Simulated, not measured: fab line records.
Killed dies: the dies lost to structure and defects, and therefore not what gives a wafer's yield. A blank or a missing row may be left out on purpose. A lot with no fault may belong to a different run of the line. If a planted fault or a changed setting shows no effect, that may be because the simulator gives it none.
fab line records | flow sky130
[record] lots = 13 | wafers = 39 | last_day = 49
route steps=708 shown SPACER@305 SD_P@330 RES_XHIGH@340 SD_N@354
lots that met no fault: taken from a fault-free run of the same line
start_h: start of the lot's first displayed wafer, in hours after the record's first day | wait_h: how many hours have passed since the lot's step before this one | " unchanged from the row above | L1.1+2: several wafers, shown together as one row | - no value, or no start given | * or withheld: withheld | < > ~ a bound
route shown NAME@n: a module of which the file shows steps, and the number in the route of the first | usual: mean/standard deviation taken from wafers without a fault | same: alike in all rows | chamber/n: place in a boat | sites: readings site by site | _std_site: how widely they spread, as a standard deviation | _edge_site: inner sites' mean taken away from outer sites' mean | radius_mm: how far each site lies from the wafer's centre | mask NAME#n: copy n | behind: the tool/chamber that last shaped the wafer | hold: why the lot was held/for how many hours/how that ended | device: whichever transistor did not switch (one of n, p or np) | end of line: tests of these same wafers at the route's end | where a step has no rows: the recipe by itself | killed: at the first sort, the dies lost to defects and structure; wafer yield is something else | map: a wafer's dies, x killed, . not, _ none there
set.NAME: setting as actually run; set.NAME@STEP: the setting as run at that earlier step | model.NAME: the simulator's own value behind a step, which no gauge read
a sample of lots followed through the steps of the route, with each step as a table and each wafer as a row
services: from which hour (start_h, from the record's first day; less than 0 if before it) a tool's chamber was out of use, for how many hours, and why
[[steps]]
[step SKY_SPACER_THK_MEAS_01]
[recipe] reads = Si3N4_of_SPACER_CVD_00
[usual] SPACER_CVD_00_THK = 43.1/0.47
lot.wafer | tool          | chamber | start_h | wait_h | SPACER_CVD_00_THK[nm]
L358.1    | film_metro-01 | -       | 526.73  | 0.0    | 41.9
L358.2    | "             | -       | "       | "      | 42.3
L358.5    | "             | -       | "       | "      | 42.3
L360.1    | film_metro-03 | -       | 546.75  | 0.0    | 43.0
L360.3    | "             | -       | "       | "      | 42.9
L360.4    | "             | -       | "       | "      | 43.1
L361.2    | film_metro-01 | -       | 551.17  | 0.0    | 43.0
L361.4    | "             | -       | "       | "      | 42.8
L361.6    | "             | -       | "       | "      | 43.2
L362.2    | film_metro-01 | -       | 569.73  | 0.0    | 43.6
L362.3    | "             | -       | "       | "      | 43.6
L362.4    | "             | -       | "       | "      | 43.3
L364.3    | film_metro-01 | -       | 595.97  | 0.0    | 42.7
L364.4    | "             | -       | "       | "      | 42.8
L364.6    | "             | -       | "       | "      | 43.1
L366.2    | film_metro-01 | -       | 605.04  | 0.0    | 43.5
L366.4    | "             | -       | "       | "      | 43.4
L366.6    | "             | -       | "       | "      | 43.5
L372.1    | film_metro-03 | -       | 660.88  | 0.0    | 43.3
L372.3    | "             | -       | "       | "      | 43.1
L372.6    | "             | -       | "       | "      | 43.4
L375.4    | film_metro-02 | -       | 674.55  | 0.0    | 44.1
L375.5    | "             | -       | "       | "      | 44.4
L375.6    | "             | -       | "       | "      | 44.0
L376.4    | film_metro-03 | -       | 678.47  | 0.0    | 43.4
L376.5    | "             | -       | "       | "      | 43.0
L376.6    | "             | -       | "       | "      | 42.9
L377.3    | film_metro-01 | -       | 691.29  | 0.0    | 43.2
L377.5    | "             | -       | "       | "      | 43.2
L377.6    | "             | -       | "       | "      | 43.2
L379.1    | film_metro-01 | -       | 699.39  | 0.0    | 43.3
L379.2    | "             | -       | "       | "      | 43.7
L379.5    | "             | -       | "       | "      | 43.3
L378.2    | film_metro-03 | -       | 699.40  | 0.0    | 42.9
L378.3    | "             | -       | "       | "      | 43.1
L378.4    | "             | -       | "       | "      | 42.5
L380.1    | film_metro-03 | -       | 705.02  | 0.0    | 44.0
L380.2    | "             | -       | "       | "      | 43.6
L380.4    | "             | -       | "       | "      | 44.1
[step SKY_SD_P_STRIP_10]
[recipe] chemistry = O2/N2 | power_w = 1400 | pressure_mtorr = 1500 | platen_temp_c = withheld | o2_flow_sccm = 3000 | n2_flow_sccm = 300 | overash_fraction = 0.5
[usual] drypump_motor_current_A = 6.0/0.56 | oes_product_au = 0.618/0.0045 | strip_time_to_endpoint_s = 17.51/0.038
lot.wafer | tool            | chamber | start_h | wait_h | drypump_motor_current_A | oes_product_au | rf_hours_counter_h | strip_time_to_endpoint_s
L358.1    | plasma_asher-02 | 0       | 586.80  | 0.1    | 5.3                     | 0.624          | 79                 | 17.48
L358.2    | "               | 1       | "       | "      | 6.6                     | 0.610          | 79                 | 17.50
L358.5    | "               | 0       | "       | "      | 5.3                     | 0.614          | -                  | 17.50
L360.1    | plasma_asher-02 | 1       | 606.45  | 0.1    | 6.6                     | 0.618          | 81                 | 17.52
L360.3    | "               | 0       | "       | "      | 5.3                     | 0.620          | -                  | 17.53
L360.4    | "               | 1       | "       | "      | 6.6                     | 0.616          | -                  | 17.55
L361.2    | plasma_asher-01 | 0       | 610.75  | 0.1    | 5.6                     | 0.620          | 18                 | 17.49
L361.4    | "               | 0       | "       | "      | 5.6                     | 0.623          | -                  | 17.47
L361.6    | "               | 1       | "       | "      | 6.4                     | 0.622          | -                  | 17.50
L362.2    | plasma_asher-04 | 1       | 628.70  | 0.1    | 6.3                     | 0.618          | 95                 | 17.52
L362.3    | "               | 1       | "       | "      | 6.3                     | 0.614          | -                  | 17.50
L362.4    | "               | 0       | "       | "      | 5.3                     | 0.613          | -                  | 17.55
L364.3    | plasma_asher-04 | 1       | 653.58  | 0.1    | 6.2                     | 0.614          | -                  | 17.51
L364.4    | "               | 0       | "       | "      | 5.3                     | 0.615          | -                  | 17.46
L364.6    | "               | 0       | "       | "      | 5.3                     | 0.621          | -                  | 17.51
L366.2    | plasma_asher-04 | 1       | 662.62  | 0.1    | 6.3                     | 0.568          | 98                 | -
L366.4    | "               | 0       | "       | "      | 5.3                     | 0.549          | -                  | -
L366.6    | "               | 0       | "       | "      | 5.3                     | 0.563          | -                  | -
L372.1    | plasma_asher-02 | 1       | 711.54  | 0.1    | 6.6                     | 0.621          | 91                 | 17.56
L372.3    | "               | 1       | "       | "      | 6.6                     | 0.620          | -                  | 17.57
L372.6    | "               | 0       | "       | "      | 5.3                     | 0.621          | -                  | 17.56
L375.4    | plasma_asher-02 | 0       | 725.76  | 0.1    | 5.3                     | 0.621          | -                  | 17.55
L375.5    | "               | 0       | "       | "      | 5.3                     | 0.616          | -                  | 17.54
L375.6    | "               | 1       | "       | "      | 6.6                     | 0.616          | -                  | 17.51
L376.4    | plasma_asher-02 | 0       | 728.91  | 0.1    | 5.3                     | 0.621          | -                  | 17.53
L376.5    | "               | 0       | "       | "      | 5.3                     | 0.617          | -                  | 17.48
L376.6    | "               | 1       | "       | "      | 6.5                     | 0.626          | -                  | 17.53
L377.3    | plasma_asher-02 | 0       | 742.46  | 0.1    | 5.3                     | 0.616          | -                  | 17.52
L377.5    | "               | 0       | "       | "      | 5.3                     | 0.616          | -                  | 17.54
L377.6    | "               | 1       | "       | "      | 6.7                     | 0.617          | -                  | 17.52
L378.2    | plasma_asher-04 | 0       | 752.32  | 0.1    | 5.3                     | 0.623          | 1                  | 17.44
L378.3    | "               | 1       | "       | "      | 6.2                     | 0.616          | -                  | 17.48
L378.4    | "               | 0       | "       | "      | 5.3                     | 0.610          | -                  | 17.47
L379.1    | plasma_asher-02 | 1       | 752.62  | 0.1    | 6.6                     | 0.624          | 96                 | 17.50
L379.2    | "               | 0       | "       | "      | 5.3                     | 0.615          | 96                 | 17.52
L379.5    | "               | 1       | "       | "      | 6.6                     | 0.623          | -                  | 17.52
L380.1    | plasma_asher-02 | 0       | 757.94  | 0.1    | 5.3                     | 0.613          | 96                 | 17.49
L380.2    | "               | 1       | "       | "      | 6.6                     | 0.619          | 96                 | 17.50
L380.4    | "               | 0       | "       | "      | 5.3                     | 0.614          | -                  | 17.53
[step SKY_SD_P_TW_MEAS_11]
[usual] SD_P_TW = 2826/27
lot.wafer | tool          | chamber | start_h | wait_h | SD_P_TW
L358.1    | film_metro-04 | -       | 586.90  | 0.1    | 2843
L358.2    | "             | -       | "       | "      | 2858
L358.5    | "             | -       | "       | "      | 2847
L360.1    | film_metro-01 | -       | 606.55  | 0.1    | 2850
L360.3    | "             | -       | "       | "      | 2833
L360.4    | "             | -       | "       | "      | 2831
L361.2    | film_metro-01 | -       | 610.86  | 0.1    | 2843
L361.4    | "             | -       | "       | "      | 2845
L361.6    | "             | -       | "       | "      | 2833
L362.2    | film_metro-02 | -       | 628.81  | 0.1    | 2771
L362.3    | "             | -       | "       | "      | 2768
L362.4    | "             | -       | "       | "      | 2776
L364.3    | film_metro-02 | -       | 653.66  | 0.1    | 2777
L364.4    | "             | -       | "       | "      | 2778
L364.6    | "             | -       | "       | "      | 2780
L366.2    | film_metro-02 | -       | 662.73  | 0.1    | 2787
L366.4    | "             | -       | "       | "      | 2779
L366.6    | "             | -       | "       | "      | 2790
L372.1    | film_metro-02 | -       | 711.64  | 0.1    | 2807
L372.3    | "             | -       | "       | "      | 2801
L372.6    | "             | -       | "       | "      | 2811
L375.4    | film_metro-04 | -       | 725.85  | 0.1    | 2851
L375.5    | "             | -       | "       | "      | 2854
L375.6    | "             | -       | "       | "      | 2875
L376.4    | film_metro-04 | -       | 729.00  | 0.1    | 2866
L376.5    | "             | -       | "       | "      | 2855
L376.6    | "             | -       | "       | "      | 2869
L377.3    | film_metro-02 | -       | 742.54  | 0.1    | 2793
L377.5    | "             | -       | "       | "      | 2791
L377.6    | "             | -       | "       | "      | 2793
L378.2    | film_metro-01 | -       | 752.43  | 0.1    | 2813
L378.3    | "             | -       | "       | "      | 2828
L378.4    | "             | -       | "       | "      | 2837
L379.1    | film_metro-01 | -       | 752.72  | 0.1    | 2821
L379.2    | "             | -       | "       | "      | 2830
L379.5    | "             | -       | "       | "      | 2825
L380.1    | film_metro-01 | -       | 758.04  | 0.1    | 2828
L380.2    | "             | -       | "       | "      | 2811
L380.4    | "             | -       | "       | "      | 2819
[step SKY_RES_XHIGH_STRIP_08]
[recipe] chemistry = O2/N2 | power_w = 1400 | pressure_mtorr = 1500 | platen_temp_c = withheld | o2_flow_sccm = 3000 | n2_flow_sccm = 300 | overash_fraction = 0.5
[usual] drypump_motor_current_A = 5.7/0.56 | oes_product_au = 0.711/0.0044 | strip_time_to_endpoint_s = 14.26/0.048
lot.wafer | tool            | chamber | start_h | wait_h | drypump_motor_current_A | oes_product_au | rf_hours_counter_h | strip_time_to_endpoint_s
L358.1    | plasma_asher-03 | 1       | 616.39  | 0.1    | 6.0                     | 0.712          | 48                 | 14.22
L358.2    | "               | 0       | "       | "      | 5.0                     | 0.713          | 48                 | 14.27
L358.5    | "               | 0       | "       | "      | 5.0                     | 0.718          | -                  | 14.27
L360.1    | plasma_asher-04 | 1       | 635.99  | 0.1    | 6.2                     | 0.712          | 96                 | 14.26
L360.3    | "               | 0       | "       | "      | 5.3                     | 0.708          | -                  | 14.24
L360.4    | "               | 1       | "       | "      | 6.2                     | 0.708          | -                  | 14.18
L361.2    | plasma_asher-02 | 0       | 639.69  | 0.1    | 5.3                     | 0.714          | 84                 | 14.35
L361.4    | "               | 0       | "       | "      | 5.3                     | 0.715          | -                  | 14.34
L361.6    | "               | 1       | "       | "      | 6.6                     | 0.705          | -                  | 14.34
L362.2    | plasma_asher-03 | 1       | 657.04  | 0.1    | 6.0                     | 0.714          | 52                 | 14.30
L362.3    | "               | 1       | "       | "      | 5.9                     | 0.710          | -                  | 14.27
L362.4    | "               | 0       | "       | "      | 5.0                     | 0.709          | -                  | 14.30
L364.3    | plasma_asher-03 | 0       | 679.82  | 0.1    | 5.0                     | 0.716          | -                  | 14.31
L364.4    | "               | 1       | "       | "      | 6.0                     | 0.704          | -                  | 14.24
L364.6    | "               | 0       | "       | "      | 4.9                     | 0.723          | -                  | 14.25
L366.2    | plasma_asher-04 | 1       | 688.94  | 0.1    | 6.3                     | 0.720          | 101                | 24.67
L366.4    | "               | 0       | "       | "      | 5.3                     | 0.711          | -                  | 24.73
L366.6    | "               | 0       | "       | "      | 5.3                     | 0.718          | -                  | 24.65
L372.1    | plasma_asher-02 | 1       | 738.34  | 0.1    | 6.5                     | 0.710          | 94                 | 14.23
L372.3    | "               | 1       | "       | "      | 6.6                     | 0.716          | -                  | 14.22
L372.6    | "               | 0       | "       | "      | 5.3                     | 0.721          | -                  | 14.27
L375.4    | plasma_asher-04 | 0       | 753.40  | 0.1    | 5.4                     | 0.717          | -                  | 14.25
L375.5    | "               | 0       | "       | "      | 5.4                     | 0.707          | -                  | 14.24
L375.6    | "               | 1       | "       | "      | 6.3                     | 0.713          | -                  | 14.26
L376.4    | plasma_asher-03 | 0       | 756.50  | 0.1    | 5.0                     | 0.708          | -                  | 14.19
L376.5    | "               | 0       | "       | "      | 5.0                     | 0.704          | -                  | 14.17
L376.6    | "               | 1       | "       | "      | 6.0                     | 0.708          | -                  | 14.20
L377.3    | plasma_asher-04 | 0       | 769.92  | 0.1    | 5.4                     | 0.711          | -                  | 14.30
L377.5    | "               | 1       | "       | "      | 6.2                     | 0.711          | -                  | 14.29
L377.6    | "               | 0       | "       | "      | 5.4                     | 0.709          | -                  | 14.25
L378.2    | plasma_asher-02 | 1       | 778.54  | 0.1    | 6.6                     | 0.710          | 98                 | 14.22
L378.3    | "               | 1       | "       | "      | 6.6                     | 0.704          | -                  | 14.23
L378.4    | "               | 0       | "       | "      | 5.3                     | 0.711          | -                  | 14.19
L379.1    | plasma_asher-04 | 0       | 779.19  | 0.1    | 5.3                     | 0.703          | 3                  | 14.29
L379.2    | "               | 1       | "       | "      | 6.3                     | 0.706          | 3                  | 14.28
L379.5    | "               | 0       | "       | "      | 5.4                     | 0.713          | -                  | 14.32
L380.1    | plasma_asher-04 | 1       | 783.49  | 0.1    | 6.3                     | 0.708          | 4                  | 14.31
L380.2    | "               | 0       | "       | "      | 5.3                     | 0.705          | 4                  | 14.22
L380.4    | "               | 1       | "       | "      | 6.2                     | 0.706          | -                  | 14.26
[step SKY_RES_XHIGH_TW_MEAS_09]
[usual] RES_XHIGH_TW = 1643/16
lot.wafer | tool          | chamber | start_h | wait_h | RES_XHIGH_TW
L358.1    | film_metro-01 | -       | 616.49  | 0.1    | 1652
L358.2    | "             | -       | "       | "      | 1645
L358.5    | "             | -       | "       | "      | 1644
L360.1    | film_metro-01 | -       | 636.09  | 0.1    | 1651
L360.3    | "             | -       | "       | "      | 1654
L360.4    | "             | -       | "       | "      | 1645
L361.2    | film_metro-04 | -       | 639.80  | 0.1    | 1649
L361.4    | "             | -       | "       | "      | 1648
L361.6    | "             | -       | "       | "      | 1646
L362.2    | film_metro-02 | -       | 657.15  | 0.1    | 1617
L362.3    | "             | -       | "       | "      | 1619
L362.4    | "             | -       | "       | "      | 1611
L364.3    | film_metro-04 | -       | 679.91  | 0.1    | 1649
L364.4    | "             | -       | "       | "      | 1652
L364.6    | "             | -       | "       | "      | 1655
L366.2    | film_metro-01 | -       | 689.05  | 0.1    | 30
L366.4    | "             | -       | "       | "      | 30
L366.6    | "             | -       | "       | "      | 30
L372.1    | film_metro-04 | -       | 738.44  | 0.1    | 1660
L372.3    | "             | -       | "       | "      | 1661
L372.6    | "             | -       | "       | "      | 1661
L375.4    | film_metro-02 | -       | 753.50  | 0.1    | 1612
L375.5    | "             | -       | "       | "      | 1614
L375.6    | "             | -       | "       | "      | 1614
L376.4    | film_metro-01 | -       | 756.60  | 0.1    | 1641
L376.5    | "             | -       | "       | "      | 1631
L376.6    | "             | -       | "       | "      | 1634
L377.3    | film_metro-01 | -       | 770.01  | 0.1    | 1656
L377.5    | "             | -       | "       | "      | 1646
L377.6    | "             | -       | "       | "      | 1644
L378.2    | film_metro-01 | -       | 778.65  | 0.1    | 1659
L378.3    | "             | -       | "       | "      | 1640
L378.4    | "             | -       | "       | "      | 1645
L379.1    | film_metro-01 | -       | 779.29  | 0.1    | 1649
L379.2    | "             | -       | "       | "      | 1656
L379.5    | "             | -       | "       | "      | 1659
L380.1    | film_metro-04 | -       | 783.59  | 0.1    | 1653
L380.2    | "             | -       | "       | "      | 1653
L380.4    | "             | -       | "       | "      | 1655
[step SKY_SD_N_TW_MEAS_12]
[usual] SD_N_TW = 3976/46
lot.wafer | tool          | chamber | start_h | wait_h | SD_N_TW
L358.1    | film_metro-02 | -       | 645.60  | 0.1    | 3902
L358.2    | "             | -       | "       | "      | 3920
L358.5    | "             | -       | "       | "      | 3893
L360.1    | film_metro-01 | -       | 664.20  | 0.1    | 3974
L360.3    | "             | -       | "       | "      | 3977
L360.4    | "             | -       | "       | "      | 3959
L361.2    | film_metro-01 | -       | 667.21  | 0.1    | 3971
L361.4    | "             | -       | "       | "      | 3963
L361.6    | "             | -       | "       | "      | 3991
L362.2    | film_metro-01 | -       | 683.96  | 0.1    | 4017
L362.3    | "             | -       | "       | "      | 4031
L362.4    | "             | -       | "       | "      | 4033
L364.3    | film_metro-04 | -       | 705.57  | 0.1    | 3993
L364.4    | "             | -       | "       | "      | 4007
L364.6    | "             | -       | "       | "      | 4001
L366.2    | film_metro-02 | -       | 714.11  | 0.1    | 3907
L366.4    | "             | -       | "       | "      | 3932
L366.6    | "             | -       | "       | "      | 3924
L372.1    | film_metro-02 | -       | 766.40  | 0.1    | 3896
L372.3    | "             | -       | "       | "      | 3904
L372.6    | "             | -       | "       | "      | 3911
L375.4    | film_metro-04 | -       | 780.24  | 0.1    | 4043
L375.5    | "             | -       | "       | "      | 4036
L375.6    | "             | -       | "       | "      | 4046
L376.4    | film_metro-01 | -       | 782.78  | 0.1    | 3999
L376.5    | "             | -       | "       | "      | 4020
L376.6    | "             | -       | "       | "      | 4001
L377.3    | film_metro-02 | -       | 796.32  | 0.1    | 3926
L377.5    | "             | -       | "       | "      | 3923
L377.6    | "             | -       | "       | "      | 3895
L378.2    | film_metro-02 | -       | 804.71  | 0.1    | 3923
L378.3    | "             | -       | "       | "      | 3895
L378.4    | "             | -       | "       | "      | 3944
L379.1    | film_metro-02 | -       | 805.57  | 0.1    | 3935
L379.2    | "             | -       | "       | "      | 3905
L379.5    | "             | -       | "       | "      | 3922
L380.1    | film_metro-02 | -       | 810.70  | 0.1    | 3907
L380.2    | "             | -       | "       | "      | 3903
L380.4    | "             | -       | "       | "      | 3926
[[services]]
tool            | chamber | start_h | hours | kind
plasma_asher-02 | -       | 610.81  | 5.7   | repair
plasma_asher-01 | -       | 639.51  | 1.0   | repair
plasma_asher-04 | -       | 646.20  | 2.3   | repair
plasma_asher-02 | -       | 658.28  | 0.7   | repair
plasma_asher-03 | -       | 689.29  | 3.5   | repair
plasma_asher-04 | -       | 733.75  | 9.0   | pm
plasma_asher-04 | 0       | 733.75  | 9.0   | vent_cycle
plasma_asher-04 | 1       | 733.75  | 9.0   | vent_cycle
plasma_asher-04 | 0       | 742.75  | -     | clean
plasma_asher-04 | 1       | 742.75  | -     | clean
plasma_asher-04 | -       | 758.09  | 2.7   | repair
[[key]]
[first_sign] step = SKY_SD_P_STRIP_10 | reading = oes_product_au | direction = down | sigmas = 13 | usual = 0.618 | struck = 0.560
[effect] step = SKY_RES_XHIGH_STRIP_08 | reading = strip_time_to_endpoint_s | direction = up | sigmas = 99+ | usual = * | struck = *
[effect] step = SKY_RES_XHIGH_TW_MEAS_09 | reading = RES_XHIGH_TW | direction = down | sigmas = 99+ | usual = 1643 | struck = 30
met_at SKY_SD_P_STRIP_10
struck_lots L366
sort_left_out L366.2,L366.4,L366.6
tester_left_out L366
not_acting_at SKY_SPACER_THK_MEAS_01,SKY_SD_P_TW_MEAS_11,SKY_SD_N_TW_MEAS_12
onset_between 653.58 662.62
[fault] kind = strip_aborted | tool = plasma_asher-04 | chamber = - | onset_h = 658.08 | steps = SKY_SD_P_STRIP_10 | offset = 0.73752 | end_h = 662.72
// tester_left_out: of these lots the tester's yield and bins aren't shown, on N5 and GAA mostly nor the transistor test; their killed dies are dies lost to structure and defects alone, not to doping, threshold or leakage, so they don't give the yield
// sort_left_out: the simulated sort isn't trusted on such a fault, so these wafers' sort isn't shown, and their yield isn't known
